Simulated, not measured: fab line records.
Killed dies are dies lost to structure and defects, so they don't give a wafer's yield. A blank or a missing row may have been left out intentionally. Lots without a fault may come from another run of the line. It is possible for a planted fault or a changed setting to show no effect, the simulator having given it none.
fab line records	flow sky130
record: lots: 6	wafers: 18	lastDay: 50
route steps=708 shown METAL4@627 VIA4@639 PAD_OPEN@708
lots with no fault: from the same line, run without faults
startH: start of the lot's first displayed wafer, in hours after the record's first day	waitH: time in hours since the lot's previous step	" as in the row above	L1.1+2: a row that stands for several wafers	- no value, or no start was given	* or withheld: withheld	< > ~ a bound
route shown NAME@n: names a module that has steps shown in the file, with the first one's number in the route	usual: mean/standard deviation of fault-free wafers	same: alike in all rows	chamber/n: place in a boat	sites: the reading at each site	_std_site: their standard deviation	_edge_site: mean of outer sites minus mean of inner sites	radiusMm: for every site, how far away it sits from the centre of the wafer	mask NAME#n: copy n	behind: tool/chamber where the wafer was last shaped	hold: the reason the lot was held/the length of the hold in hours/how it ended	device: the n, p or np transistor that did not switch	end of line: tests of these same wafers at the route's end	a step with no rows: only its recipe	killed: dies that structure and defects cost at the first sort, which is not the same as the wafer's yield	map: shows each die of a wafer: x if killed, . if not, _ if none is there
set.NAME: the setting the step ran with; set.NAME@STEP: the setting that earlier step ran with	model.NAME: the simulator's own value behind a step, which no gauge read
lots at some steps of the route; a table a step, a row a wafer
services: when a tool's chamber went out of use (startH, in hours from the record's first day, below 0 if earlier), for how many hours, and the reason
== steps ==
step: SKY_METAL4_PEB_11
recipe: pebTempC: withheld	pebTimeS: withheld	resist: KrF-thick
step: SKY_METAL4_DEVELOP_12
recipe: developTimeS: 60	resist: KrF-thick	devTempC: 21
step: SKY_METAL4_CD_MEAS_13
recipe: targetCdNm: 300
usual: cdNm: 300.3/1.6
lot.wafer	tool	chamber	startH	waitH	cdNm
L264.2	cdSem-02	-	1040.10	-	300.2
L264.3	"	-	"	"	300.5
L264.4	"	-	"	"	299.1
L266.1	cdSem-02	-	1045.93	-	301.2
L266.4	"	-	"	"	301.0
L266.5	"	-	"	"	300.8
L272.2	cdSem-02	-	1079.19	-	298.3
L272.4	"	-	"	"	299.8
L272.6	"	-	"	"	298.8
L275.4	cdSem-02	-	1101.14	-	302.8
L275.5	"	-	"	"	302.2
L275.6	"	-	"	"	303.1
L278.1	cdSem-01	-	1113.17	-	299.9
L278.5	"	-	"	"	300.6
L278.6	"	-	"	"	299.9
L279.1	cdSem-02	-	1115.55	-	301.8
L279.2	"	-	"	"	300.5
L279.3	"	-	"	"	300.8
step: SKY_METAL4_OVL_MEAS_14
usual: METAL4_OVL: -3/5
lot.wafer	tool	chamber	startH	waitH	METAL4_OVL[nm]
L264.2	overlay-02	-	1040.21	0.1	-4
L264.3	"	-	"	"	-13
L264.4	"	-	"	"	-8
L266.1	overlay-01	-	1046.05	0.1	-5
L266.4	"	-	"	"	2
L266.5	"	-	"	"	2
L272.2	overlay-02	-	1079.30	0.1	-4
L272.4	"	-	"	"	-4
L272.6	"	-	"	"	-10
L275.4	overlay-02	-	1101.22	0.1	-2
L275.5	"	-	"	"	-8
L275.6	"	-	"	"	3
L278.1	overlay-01	-	1113.29	0.1	-3
L278.5	"	-	"	"	1
L278.6	"	-	"	"	7
L279.1	overlay-01	-	1115.67	0.1	-2
L279.2	"	-	"	"	-4
L279.3	"	-	"	"	-1
step: SKY_METAL4_DESCUM_15
recipe: chemistry: O2	sourcePowerW: 150	biasPowerW: 0	pressureMtorr: 10	tempC: 40	timeS: 8
usual: drypumpMotorCurrentA: 5.78/0.27	oesProductAu: 1.001/0.0086
same: biasPowerW: 0
lot.wafer	tool	chamber	startH	waitH	drypumpMotorCurrentA	oesProductAu	rfHoursCounterH
L264.2	rieMetal-04	0	1040.24	0.0	5.64	1.009	16
L264.3	"	0	"	"	5.62	1.003	-
L264.4	"	1	"	"	5.63	0.982	-
L266.1	rieMetal-01	0	1046.09	0.0	5.24	0.987	5
L266.4	"	1	"	"	5.89	0.986	-
L266.5	"	1	"	"	5.93	0.989	-
L272.2	rieMetal-04	0	1079.33	0.0	5.60	1.001	20
L272.4	"	0	"	"	5.59	1.004	-
L272.6	"	1	"	"	5.60	0.992	-
L275.4	rieMetal-03	0	1101.25	0.0	6.05	1.001	-
L275.5	"	0	"	"	6.11	1.008	-
L275.6	"	1	"	"	5.89	1.011	-
L278.1	rieMetal-01	0	1113.33	0.0	5.23	0.987	10
L278.5	"	0	"	"	5.24	0.996	-
L278.6	"	1	"	"	5.92	0.993	-
L279.1	rieMetal-03	0	1115.71	0.0	6.08	1.005	25
L279.2	"	1	"	"	5.88	1.009	21
L279.3	"	0	"	"	6.09	1.003	-
step: SKY_METAL4_ETCH_16
recipe: chemistry: N2/H2	target: BARC	ionEnergyEv: 200	biasW: 100	pressureMtorr: 30	n2FlowSccm: 100	h2FlowSccm: 200	icpW: 500	stopOn: SiO2	timeS: 88.2	targetDepthA: 600
usual: drypumpMotorCurrentA: 5.78/0.27	oesProductAu: 0.626/0.0047	throttleValvePct: 13.205/0.0084
lot.wafer	tool	chamber	startH	waitH	drypumpMotorCurrentA	oesProductAu	rfHoursCounterH	throttleValvePct
L264.2	rieMetal-04	0	1040.27	0.0	5.61	0.632	16	13.214
L264.3	"	0	"	"	5.60	0.628	-	13.202
L264.4	"	1	"	"	5.61	0.627	-	13.218
L266.1	rieMetal-01	0	1046.12	0.0	5.23	0.624	5	13.197
L266.4	"	1	"	"	5.91	0.632	-	13.221
L266.5	"	1	"	"	5.94	0.632	-	13.205
L272.2	rieMetal-04	0	1079.36	0.0	5.61	0.622	20	13.196
L272.4	"	0	"	"	5.61	0.629	-	13.202
L272.6	"	1	"	"	5.61	0.625	-	13.209
L275.4	rieMetal-03	0	1101.30	0.0	6.09	0.623	-	13.189
L275.5	"	0	"	"	6.10	0.630	-	13.220
L275.6	"	1	"	"	5.93	0.625	-	13.224
L278.1	rieMetal-01	0	1113.36	0.0	5.24	0.630	10	13.227
L278.5	"	0	"	"	5.24	0.626	-	13.195
L278.6	"	1	"	"	5.92	0.622	-	13.207
L279.1	rieMetal-03	0	1115.74	0.0	6.07	0.629	25	13.194
L279.2	"	1	"	"	5.91	0.629	21	13.195
L279.3	"	0	"	"	6.07	0.626	-	13.207
step: SKY_METAL4_ETCH_17
recipe: target: SiO2	stopOn: TiN	chemistry: C4F8/O2/Ar	sourceW: 1500	biasW: 1200	pressureMtorr: 40	c4f8FlowSccm: withheld	O2_flow_sccm: 6	Ar_flow_sccm: 300	timeS: 3.9	targetDepthA: 150
usual: oesProductAu: 0.752/0.0068
lot.wafer	tool	chamber	startH	waitH	oesProductAu	rfHoursCounterH
L264.2	rieDiel-02	3	1040.37	0.1	0.750	10
L264.3	"	2	"	"	0.745	7
L264.4	"	0	"	"	0.755	13
L266.1	rieDiel-02	1	1046.22	0.1	0.747	28
L266.4	"	3	"	"	0.757	10
L266.5	"	2	"	"	0.755	-
L272.2	rieDiel-02	3	1079.46	0.1	0.748	12
L272.4	"	3	"	"	0.750	-
L272.6	"	2	"	"	0.757	-
L275.4	rieDiel-03	3	1101.37	0.0	0.740	11
L275.5	"	2	"	"	0.745	-
L275.6	"	1	"	"	0.754	-
L278.1	rieDiel-02	0	1113.46	0.1	0.750	15
L278.5	"	2	"	"	0.770	-
L278.6	"	3	"	"	0.747	-
L279.1	rieDiel-02	2	1115.84	0.1	0.750	10
L279.2	"	1	"	"	0.736	0
L279.3	"	3	"	"	0.732	13
step: SKY_METAL4_METAL_ETCH_18
recipe: targetDepthA: 8450	stopOn: SiO2	overEtchFrac: 0.3	timeS: 183.1	chemistry: Cl2/BCl3	resistSidewallDeg: 88	pressureMtorr: 10	icpW: 900	biasW: 48.5	Cl2_flow_sccm: 60	bcl3FlowSccm: 30
usual: drypumpMotorCurrentA: 5.70/0.27	oesProductAu: 0.865/0.0071	throttleValvePct: 22.263/0.01
lot.wafer	tool	chamber	startH	waitH	drypumpMotorCurrentA	oesProductAu	rfHoursCounterH	throttleValvePct
L264.2	rieMetal-01	1	1040.39	0.0	5.92	0.877	23	22.252
L264.3	"	1	"	"	5.92	0.869	-	22.262
L264.4	"	0	"	"	5.23	0.868	-	22.258
L266.1	rieMetal-03	1	1046.24	0.0	5.93	0.866	16	22.267
L266.4	"	0	"	"	6.06	0.861	-	22.264
L266.5	"	0	"	"	6.08	0.854	-	22.253
L272.2	rieMetal-01	1	1079.48	0.0	5.88	0.877	26	22.252
L272.4	"	0	"	"	5.25	0.870	-	22.272
L272.6	"	0	"	"	5.22	0.879	-	22.255
L275.4	rieMetal-01	1	1101.45	0.1	5.93	0.868	-	22.274
L275.5	"	0	"	"	5.22	0.872	-	22.244
L275.6	"	1	"	"	5.90	0.870	-	22.258
L278.1	rieMetal-01	1	1113.48	0.0	5.91	0.861	28	22.272
L278.5	"	1	"	"	5.91	0.861	-	22.256
L278.6	"	0	"	"	5.23	0.857	-	22.251
L279.1	rieMetal-04	0	1115.86	0.0	5.62	0.861	22	22.259
L279.2	"	0	"	"	5.60	0.874	-	22.253
L279.3	"	0	"	"	5.60	0.863	-	22.264
step: SKY_METAL4_STRIP_19
recipe: chemistry: O2/N2	powerW: 1400	pressureMtorr: 1500	platenTempC: withheld	o2FlowSccm: 3000	n2FlowSccm: 300	overashFraction: 0.5
step: SKY_METAL4_STRIP_20
recipe: chemistry: postEtchResidueRemover	timeS: 1200	tempC: 72.5
step: SKY_METAL4_CLEAN_21
recipe: chemistry: IPA	timeS: 180	tempC: 25
step: SKY_METAL4_CLEAN_22
recipe: chemistry: O3/DIW	dry: n2Spin
step: SKY_VIA4_HDPCVD_00
recipe: material: SiO2	targetThkNm: 1750	sigmaOpenFrac: 0.3	timeS: 291.7	tempC: 400	sih4FlowSccm: 60	pressureMtorr: 6
usual: runLengthS: 319.6/0.53
lot.wafer	tool	chamber	startH	waitH	runLengthS	model.SiO2_of_VIA4_HDPCVD_00.thkNm
L264.2	hdpcvd-01	2	1041.16	0.0	320.2	1737
L264.3	"	1	"	"	319.3	1748
L264.4	"	1	"	"	319.3	1754
L266.1	hdpcvd-02	0	1047.01	0.0	318.6	1734
L266.4	"	1	"	"	319.3	1741
L266.5	"	2	"	"	319.5	1744
L272.2	hdpcvd-02	2	1080.28	0.0	342.2	1881
L272.4	"	2	"	"	342.2	1916
L272.6	"	0	"	"	319.0	1754
L275.4	hdpcvd-02	0	1102.29	0.1	341.3	1901
L275.5	"	2	"	"	319.8	1801
L275.6	"	1	"	"	319.5	1773
L278.1	hdpcvd-01	1	1114.25	0.0	320.3	1745
L278.5	"	0	"	"	319.8	1769
L278.6	"	1	"	"	319.6	1752
L279.1	hdpcvd-01	2	1116.81	0.0	320.1	1757
L279.2	"	0	"	"	320.1	1766
L279.3	"	1	"	"	319.5	1755
step: SKY_VIA4_THK_MEAS_01
recipe: reads: SiO2_of_VIA4_HDPCVD_00
usual: VIA4_HDPCVD_THK: 1755/15
lot.wafer	tool	chamber	startH	waitH	VIA4_HDPCVD_THK[nm]
L264.2	filmMetro-02	-	1041.35	0.1	1736
L264.3	"	-	"	"	1748
L264.4	"	-	"	"	1753
L266.1	filmMetro-02	-	1047.19	0.1	1734
L266.4	"	-	"	"	1740
L266.5	"	-	"	"	1745
L272.2	filmMetro-02	-	1080.55	0.2	1881
L272.4	"	-	"	"	1915
L272.6	"	-	"	"	1755
L275.4	filmMetro-03	-	1102.41	0.0	1900
L275.5	"	-	"	"	1801
L275.6	"	-	"	"	1773
L278.1	filmMetro-01	-	1114.44	0.1	1745
L278.5	"	-	"	"	1769
L278.6	"	-	"	"	1752
L279.1	filmMetro-03	-	1116.98	0.1	1758
L279.2	"	-	"	"	1766
L279.3	"	-	"	"	1755
step: SKY_VIA4_CMP_02
recipe: material: SiO2	downForcePsi: 4	platenRpm: 60	padVelocityMS: 0.94248
usual: motorCurrentA: 12.2/0.83
lot.wafer	tool	chamber	startH	waitH	motorCurrentA
L264.2	cmp-01	0	1041.45	0.1	11.2
L264.3	"	1	"	"	13.2
L264.4	"	2	"	"	12.0
L266.1	cmp-02	2	1047.25	0.1	11.4
L266.4	"	0	"	"	13.2
L266.5	"	3	"	"	12.9
L272.4	cmp-02	2	1080.60	0.0	11.5
L272.2	"	0	"	"	12.7
L272.6	"	3	"	"	13.8
L275.4	cmp-02	0	1102.54	0.1	12.5
L275.5	"	2	"	"	12.2
L275.6	"	3	"	"	13.4
L278.1	cmp-01	2	1114.50	0.1	11.2
L278.6	"	2	"	"	11.7
L278.5	"	3	"	"	12.5
L279.2	cmp-02	0	1117.04	0.0	13.0
L279.3	"	2	"	"	11.5
L279.1	"	3	"	"	12.8
step: SKY_PAD_OPEN_PROBE_99
usual: defectLimitedYield: 82.5/2	killed_at_M0_to_M3: 44/7	killed_at_M4_up: 3.0/1.7	killedAtContacts: 24/5.2	killedAtFrontEnd: 15/4.8	killedAtOther: 0.2/0.56	killedDies: 86/9.7	killedOpen: 47/7.1	killedShort: 39/6.3	sort_bin_3_pad_short: 0.9/0.4	sort_bin_5_function: 10.3/1.6	sort_bin_6_memory: 6.3/1.2	sortNPass: 406/9.7	sortYieldPct: 82.5/2
same: grossDies: 492	killedAtBackSide: 0	sort_bin_4_leakage[%]: 0	sort_bin_8_speed[%]: 0
lot.wafer	tool	chamber	startH	waitH	defectLimitedYield[%]	killed_at_M0_to_M3	killed_at_M4_up	killedAtContacts	killedAtFrontEnd	killedAtOther	killedDies	killedOpen	killedShort	sort_bin_3_pad_short[%]	sort_bin_5_function[%]	sort_bin_6_memory[%]	sortNPass	sortYieldPct[%]
L266.1	prober-02	-	1137.29	0.1	81.9	54	3	16	16	0	89	43	46	1.4	9.6	7.1	403	81.9
L266.4	prober-02	-	1137.44	0.2	86.0	43	1	15	10	0	69	33	36	0.6	8.3	5.1	423	86.0
L266.5	prober-02	-	1137.49	0.2	83.7	42	2	22	14	0	80	44	36	0.8	9.8	5.7	412	83.7
killed by level:class
L266.1 VIA1:geometricParticle:open=14 METAL2:geometricParticle:short=9 VIA3:geometricParticle:open=8 CONTACT:geometricParticle:open=7 FIELD_ISO:geometricParticle:short=6 LOCAL_INTERCONNECT:geometricParticle:short=5 VIA2:geometricParticle:open=5 POLY_GATE:geometricParticle:open=4
L266.4 METAL2:geometricParticle:short=11 CONTACT:geometricParticle:open=8 VIA1:geometricParticle:open=7 POLY_GATE:geometricParticle:short=5 VIA2:geometricParticle:open=5 CONTACT:geometricParticle:short=4 POLY_GATE:geometricParticle:open=3 METAL1:geometricParticle:short=3
L266.5 CONTACT:geometricParticle:open=12 VIA1:geometricParticle:open=8 METAL2:geometricParticle:short=6 POLY_GATE:geometricParticle:open=5 METAL1:geometricParticle:short=5 METAL3:geometricParticle:short=5 VIA3:geometricParticle:open=4 LI_CONTACT:geometricParticle:open=4
== services ==
tool	chamber	startH	hours	kind
cmp-02	-	1041.12	4.7	pm
rieMetal-04	1	1042.70	9.7	repair
hdpcvd-01	-	1050.49	1.1	repair
rieDiel-02	1	1071.83	-	clean
rieDiel-02	1	1071.83	35.1	scheduledDown
rieDiel-02	1	1071.83	35.1	ventCycle
hdpcvd-02	1	1078.24	5.3	repair
hdpcvd-01	1	1079.75	6.5	repair
cmp-01	-	1084.11	4.0	pm
cmp-01	-	1088.11	-	consumableReplace:conditioner
cmp-01	-	1088.11	-	consumableReplace:pad
cmp-02	-	1096.43	2.5	repair
hdpcvd-02	-	1105.52	2.8	pm
rieMetal-04	1	1110.79	17.1	repair
rieDiel-03	-	1117.05	1.1	repair
== key ==
firstSign: step: SKY_VIA4_HDPCVD_00	reading: runLengthS	direction: up	sigmas: 42	usual: *	struck: *
effect: step: SKY_VIA4_THK_MEAS_01	reading: VIA4_HDPCVD_THK	direction: up	sigmas: 9.3	usual: 1755	struck: 1899
modelEffect: step: SKY_VIA4_HDPCVD_00	value: SiO2_of_VIA4_HDPCVD_00.thkNm	without: 1764	struck: 1899
metAt SKY_VIA4_HDPCVD_00
struckWafers L272.2,L272.4,L275.4
onsetBetween 1047.01 1080.28
fault: kind: processParameterDrift	tool: hdpcvd-02	chamber: -	onsetH: 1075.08	steps: SKY_VIA4_HDPCVD_00	channel: timeS	offset: *	shape: step	endH: 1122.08	scope: struckWafersOnly	actsIn: *	stated: *
